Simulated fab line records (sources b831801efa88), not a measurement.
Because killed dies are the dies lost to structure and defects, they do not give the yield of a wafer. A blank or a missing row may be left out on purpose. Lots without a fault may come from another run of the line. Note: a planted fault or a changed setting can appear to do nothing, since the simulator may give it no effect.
Problem report in the 8D (eight disciplines) form, filled by code || flow sky130 || the parts of the form that need people (team, actions taken, sign-off) are left out

## 1. WHAT WENT WRONG
Mean of run length s at SKY_VIA2_ETCH_15: 116.9 s across 6 wafers in 2 lots; on wafers with no fault it is 112.4 s (standard deviation 0.54). Measured from the usual mean, that is +8.4 standard deviations.
The step: etches SiO2 in C4F8/O2/Ar, stops on TiN, target depth 546 nm, time 84 s.
Seen first at day 41 01:28 on rie diel-01, wafer L432.1. Wafers with a number at this step in the record: 18, from 6 lots. The rule behind "out" and "out of limits": a value lying over 4 standard deviations away from the usual mean. The rest of the wafers with a number are treated as sound.

## 2. WHAT IT IS, AND WHAT IT ISN'T
{"question": "which readings at this step", "is": "run length s, oes product au", "is not": "-"}
{"question": "which lots", "is": "L432, L433", "is not": "L421, L434, L440, L441"}
{"question": "which wafers of those lots", "is": "all that have a number", "is not": "-"}
{"question": "read on which tools", "is": "rie diel-01", "is not": "rie diel-02, rie diel-03"}
{"question": "when", "is": "from day 41 01:28", "is not": "up to then (3 sound wafers); but 9 sound wafers of L434, L440, L441 came after"}

## 3. THE SUSPECTS, EACH WITH WHAT RULES IT OUT
Counting: any tool at a process step up to the reading is kept as a suspect provided that every lot that is out went through it and no sound lot did after the first of them.
- rie diel-01 at SKY_VIA2_ETCH_14 (etches BARC in N2/H2, stops on SiO2, time 45.9 s, target depth 60 nm): kept. It ran every lot that is out, first L432 (day 41 01:26), and no sound lot after that.
- rie diel-01 at SKY_VIA2_ETCH_15 (etches SiO2 in C4F8/O2/Ar, stops on TiN, target depth 546 nm, time 84 s): kept. It ran every lot that is out, first L432 (day 41 01:28), and no sound lot after that. Out on those wafers are its own readings of oes product au, run length s.
After counting, rie diel-01 at SKY_VIA2_ETCH_14 and rie diel-01 at SKY_VIA2_ETCH_15 remain.

## 4. THE CAUSE (what the simulator had put in)
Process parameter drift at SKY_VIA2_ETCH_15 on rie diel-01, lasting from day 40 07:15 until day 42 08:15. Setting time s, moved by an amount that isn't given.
Counting left 2 suspects, and this tool is among them.

## 5. THE EFFECT CHAIN, in route order
Each row: a reading where the mean over the struck wafers with a number is more than 3 standard deviations away from the usual. Only readings whose record carries a usual standard deviation are examined. hours: median over the lots of the time between each lot's start at the first step of this table that gives one and its start at this step. sigmas: the change, counted in usual standard deviations.
{"hours": 0, "step": "SKY_VIA2_ETCH_15", "reading": "oes product au", "usual": "0.929 a.u.", "on struck wafers": 0.902, "change": -0.027, "sigmas": -6.1}
{"hours": 0, "step": "SKY_VIA2_ETCH_15", "reading": "run length s", "usual": "112.4 s", "on struck wafers": 116.9, "change": "+4.5", "sigmas": "+8.4"}
Here are the process steps it includes:
- SKY_VIA2_ETCH_15: etches SiO2 in C4F8/O2/Ar, stops on TiN, target depth 546 nm, time 84 s.

## 6. HOW IT WOULD HAVE BEEN CAUGHT EARLIER
First out-of-limits reading in this record: day 41 01:28, which is 18 hours after fault onset at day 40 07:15.
